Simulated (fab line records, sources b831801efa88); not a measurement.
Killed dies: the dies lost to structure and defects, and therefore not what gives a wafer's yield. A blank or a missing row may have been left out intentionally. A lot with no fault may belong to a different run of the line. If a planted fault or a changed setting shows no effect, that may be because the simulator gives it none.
Comparing a struck lot with a sound one -- flow sky130 -- 43 steps out of a route of 708
Sound: the wafers L212.4, L212.5, L212.6. Wafers struck: L201.2, L201.4, L201.6. The cause is named last.
At each step with rows: each side's tool, then ch and its chambers, then its first start. Under that, the readings that differ: sound wafers -- struck wafers -- difference of the means -- sigmas: that difference in standard deviations of wafers without a fault.
alike: readings with means less than 2 such deviations apart, plus words and numbers identical on both sides. not compared: withheld readings, readings lacking a value on some wafer, bounds such as >300 that could conceal the same value, and numbers that have no deviation in the record and whose values overlap.
Wherever a step has rows on one side only, a row that says differs or no value, or a row with sigmas, the two part there. Numbers that don't overlap but have no deviation are shown without sigmas and don't part them. A reading that every wafer of one side lacks parts them only if that side has two wafers or more.

first, 3 steps without rows for these wafers: SKY_LDD_N_EXPOSE_04 (exposes mask NTM, target cd 840 nm); SKY_LDD_N_PEB_05; SKY_LDD_N_DEVELOP_06 (develop time 60 s).
SKY_LDD_N_OVL_MEAS_07:
  sound on overlay-02 at day 25 06:35; struck on overlay-02 at day 21 05:32
  alike: LDD_N_OVL
then, 8 steps without rows for these wafers: SKY_LDD_N_IMPLANT_08; SKY_LDD_N_IMPLANT_09; SKY_LDD_N_IMPLANT_10; SKY_LDD_N_IMPLANT_11; SKY_LDD_N_IMPLANT_12; SKY_LDD_N_IMPLANT_13; SKY_LDD_N_IMPLANT_14; SKY_LDD_N_IMPLANT_15.
SKY_LDD_N_STRIP_16: strips in O2/N2.
  sound on plasma-asher-01 ch 0,1, day 25 07:51; struck on plasma-asher-01 ch 0,1, day 21 06:46
  alike: drypump-motor-current-A, oes-product-au, strip-time-to-endpoint-s
  not compared: rf-hours-counter-h
SKY_LDD_N_TW_MEAS_17:
  sound on film-metro-04 at day 25 07:56; struck on film-metro-01 at day 21 06:53
  alike: LDD_N_TW
then, 7 steps without rows for these wafers: SKY_LDD_P_DEHYDRATE_00 (time 60 s); SKY_LDD_P_HMDS_01 (prime time 60 s); SKY_LDD_P_COAT_02 (resist thk 1140 nm); SKY_LDD_P_SOFTBAKE_03 (time 60 s); SKY_LDD_P_EXPOSE_04 (exposes mask PSDM, target cd 380 nm); SKY_LDD_P_PEB_05; SKY_LDD_P_DEVELOP_06 (develop time 60 s).
SKY_LDD_P_CD_MEAS_07 targets a cd of 380 nm.
  sound on cd-sem-01 at day 26 12:56; struck on cd-sem-01 at day 22 13:02
  alike: cd-nm
SKY_LDD_P_OVL_MEAS_08:
  sound on overlay-01 at day 26 13:01; struck on overlay-01 at day 22 13:09
  alike: LDD_P_OVL
after that, 1 step had no rows for these wafers: SKY_LDD_P_IMPLANT_09.
SKY_LDD_P_STRIP_10: strips in O2/N2.
  sound on plasma-asher-04 ch 0,1, day 26 13:13; struck on plasma-asher-04 ch 0,1, day 22 13:20
  alike: drypump-motor-current-A, oes-product-au, strip-time-to-endpoint-s
  not compared: rf-hours-counter-h
SKY_LDD_P_TW_MEAS_11:
  sound on film-metro-03 at day 26 13:19; struck on film-metro-03 at day 22 13:26
  alike: LDD_P_TW
then, 7 steps without rows for these wafers: SKY_LDD_HVN_DEHYDRATE_00 (time 60 s); SKY_LDD_HVN_HMDS_01 (prime time 60 s); SKY_LDD_HVN_COAT_02 (resist thk 300 nm); SKY_LDD_HVN_SOFTBAKE_03 (time 60 s); SKY_LDD_HVN_EXPOSE_04 (exposes mask HVNTM, target cd 700 nm); SKY_LDD_HVN_PEB_05; SKY_LDD_HVN_DEVELOP_06 (develop time 60 s).
SKY_LDD_HVN_OVL_MEAS_07:
  sound on overlay-01 at day 27 18:08; struck on overlay-02 at day 23 18:56
  alike: LDD_HVN_OVL
after that, 1 step had no rows for these wafers: SKY_LDD_HVN_IMPLANT_08.
SKY_LDD_HVN_STRIP_09: strips in O2/N2.
  sound on plasma-asher-04 ch 0,1, day 27 18:20; struck on plasma-asher-04 ch 0,1, day 23 19:07
  alike: drypump-motor-current-A, oes-product-au, strip-time-to-endpoint-s
  not compared: rf-hours-counter-h
SKY_LDD_HVN_TW_MEAS_10:
  sound on film-metro-02 at day 27 18:26; struck on film-metro-03 at day 23 19:13
  alike: LDD_HVN_TW
then, 5 steps without rows for these wafers: SKY_LDD_HVP_DEHYDRATE_00 (time 60 s); SKY_LDD_HVP_HMDS_01 (prime time 60 s); SKY_LDD_HVP_COAT_02 (resist thk 300 nm); SKY_LDD_HVP_SOFTBAKE_03 (time 60 s); SKY_LDD_HVP_EXPOSE_04 (exposes mask HVPTM, target cd 700 nm).
-- a jump in the record: the struck wafers' starts before and after are 24 days apart (it breaks off in module LDD_HVP and resumes in module PAD_OPEN, where the first step shown is number 708 of the route) --
SKY_PAD_OPEN_PROBE_99:
  sound on prober-01 at day 50 15:04; struck on prober-02 at day 47 23:51
reading,sound,struck,difference,sigmas
killed-at-front-end,12 13 25,37 32 63,+27,+7
killed-dies,96 80 94,116 99 139,+28,+3
  alike: killed_at_M0_to_M3, killed_at_M4_up, killed-at-contacts, killed-at-other, killed-open, killed-short

## WHERE THEY PART
SKY_PAD_OPEN_PROBE_99 only, going by this record.

WHY: what the simulator had put in
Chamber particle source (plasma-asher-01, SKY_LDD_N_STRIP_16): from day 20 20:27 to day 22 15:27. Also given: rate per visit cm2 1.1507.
